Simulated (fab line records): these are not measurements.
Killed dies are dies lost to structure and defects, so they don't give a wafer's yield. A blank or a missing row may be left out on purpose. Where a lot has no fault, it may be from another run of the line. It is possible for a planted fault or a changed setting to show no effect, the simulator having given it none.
A lot that was struck, set against a sound lot + flow sky130 + 17 steps out of a route of 708
Sound: the wafers L669.2, L669.3, L669.4. Wafers L678.1, L678.2, L678.3 were the ones struck. The cause is given at the end.
At each step with rows: each side's tool, then ch and its chambers, then its first start. Under that, the readings that differ: sound wafers + struck wafers + difference of the means + sigmas: that difference in standard deviations of wafers without a fault.
alike: readings whose means differ by less than 2 such deviations, and words and numbers that are the same on both sides. not compared: withheld readings, readings that some wafer has no value for, bounds like >300 that may hide the same value, and numbers for which the record gives no deviation and whose values overlap.
A row with sigmas, a row that says differs or no value, or rows on one side alone: a step with any of these is where the two part. Numbers that have no deviation but don't overlap get no sigmas and don't part them. A reading that every wafer of one side lacks parts them only if that side has two wafers or more.

SKY_VT_ADJUST_HVTR_OVL_MEAS_08:
  sound: overlay-02 at day 9 15:58; struck: overlay-01 at day 12 08:37
  alike: VT_ADJUST_HVTR_OVL
next, for these wafers, 1 step has no rows: SKY_VT_ADJUST_HVTR_IMPLANT_09.
SKY_VT_ADJUST_HVTR_STRIP_10: strips in O2/N2.
  sound on plasmaAsher-01 ch 0,1, day 9 16:08; struck on plasmaAsher-03 ch 0,1, day 12 08:48
  alike: drypumpMotorCurrentA, oesProductAu, stripTimeToEndpointS
  not compared: rfHoursCounterH
SKY_VT_ADJUST_HVTR_TW_MEAS_11:
  sound: filmMetro-03 at day 9 16:15; struck: filmMetro-04 at day 12 08:54
  alike: VT_ADJUST_HVTR_TW
then, 7 steps without rows for these wafers: SKY_VT_ADJUST_PCH_DEHYDRATE_00 (time 60 s); SKY_VT_ADJUST_PCH_HMDS_01 (prime time 60 s); SKY_VT_ADJUST_PCH_COAT_02 (resist thk 3000 nm); SKY_VT_ADJUST_PCH_SOFTBAKE_03; SKY_VT_ADJUST_PCH_EXPOSE_04 (exposes mask NWM, target cd 840 nm); SKY_VT_ADJUST_PCH_PEB_05; SKY_VT_ADJUST_PCH_DEVELOP_06 (develop time 60 s).
SKY_VT_ADJUST_PCH_OVL_MEAS_07:
  sound: overlay-01 at day 10 14:30; struck: overlay-02 at day 13 10:08
  alike: VT_ADJUST_PCH_OVL
SKY_VT_ADJUST_PCH_IMPLANT_08:
  sound on implanter-03 ch 0, day 10 14:33; struck on implanter-02 ch 0, day 13 10:11
| reading          | sound                         | struck                        | difference | sigmas      |
|------------------|-------------------------------|-------------------------------|------------|-------------|
| doseIonsCm2      | 5.001e+11 5.001e+11 4.997e+11 | 6.664e+11 6.666e+11 6.671e+11 | +1.667e+11 | +99 or more |
| faradayCurrentUA | 2.75 2.90 2.89                | 3.85 3.83 3.75                | +0.96      | +16         |
  alike: beamEnergyKeV
SKY_VT_ADJUST_PCH_STRIP_09: strips in O2/N2.
  sound on plasmaAsher-01 ch 0,1, day 10 14:41; struck on plasmaAsher-03 ch 0,1, day 13 10:20
  alike: drypumpMotorCurrentA, oesProductAu, stripTimeToEndpointS
  not compared: rfHoursCounterH
SKY_VT_ADJUST_PCH_TW_MEAS_10:
  sound: filmMetro-03 at day 10 14:47; struck: filmMetro-03 at day 13 10:26
| reading          | sound             | struck            | difference | sigmas |
|------------------|-------------------|-------------------|------------|--------|
| VT_ADJUST_PCH_TW | 142.8 143.8 143.4 | 153.8 153.3 153.8 | +10.3      | +16    |
then, 1 step without rows for these wafers: SKY_SONOS_TUNNEL_DEHYDRATE_00 (time 60 s).
-- record jumps: 35 days separate the struck wafers' starts on either side; left off in module SONOS_TUNNEL, taken up again in module PAD_OPEN, whose first shown step is the route's number 708 --
SKY_PAD_OPEN_PROBE_99:
  sound: prober-01 at day 46 00:55; struck: prober-02 at day 48 09:39
| reading                               | sound                   | struck                  | difference | sigmas |
|---------------------------------------|-------------------------|-------------------------|------------|--------|
| model.etest.pfetG5v0d10v5.driveUaUm   | 341.4 340.3 340.2       | 350.4 348.2 349.9       | +8.9       |        |
| model.etest.pfet_01v8_lvt.driveUaUm   | 170.2 166.9 169.7       | 182.8 179.6 182.4       | +12.7      |        |
| model.etest.pfetG5v0d10v5.offLog10AUm | -12.76 -12.81 -12.89    | -11.68 -11.65 -11.73    | +1.13      |        |
| model.etest.pfet_01v8_lvt.offLog10AUm | -9.024 -9.213 -9.172    | -8.021 -8.107 -8.06     | +1.074     |        |
| model.etest.pfetG5v0d10v5.vtSatV (V)  | -0.6529 -0.6505 -0.6558 | -0.5499 -0.5459 -0.564  | +0.0998    |        |
| model.etest.pfet_16v.vtV (V)          | -1.119 -1.129 -1.119    | -1.028 -1.035 -1.041    | +0.088     |        |
| model.etest.pfetG5v0d10v5.vtV (V)     | -0.8464 -0.8374 -0.847  | -0.7589 -0.7586 -0.7755 | +0.0793    |        |
| model.etest.pfetG5v0d10v5.vtLongV (V) | -0.9473 -0.9548 -0.9481 | -0.8676 -0.8765 -0.8694 | +0.0789    |        |
  alike: killed_at_M0_to_M3, killed_at_M4_up, killedAtContacts, killedAtFrontEnd, killedAtOther, killedDies, killedOpen, killedShort

## WHERE THEY PART
At SKY_VT_ADJUST_PCH_IMPLANT_08 first; at SKY_VT_ADJUST_PCH_TW_MEAS_10 last (within this record only). Later steps at which nothing parts them and some readings are alike: SKY_PAD_OPEN_PROBE_99.

WHY: whatever the simulator had introduced
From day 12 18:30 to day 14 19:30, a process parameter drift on implanter-02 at SKY_VT_ADJUST_PCH_IMPLANT_08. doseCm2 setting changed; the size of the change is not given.
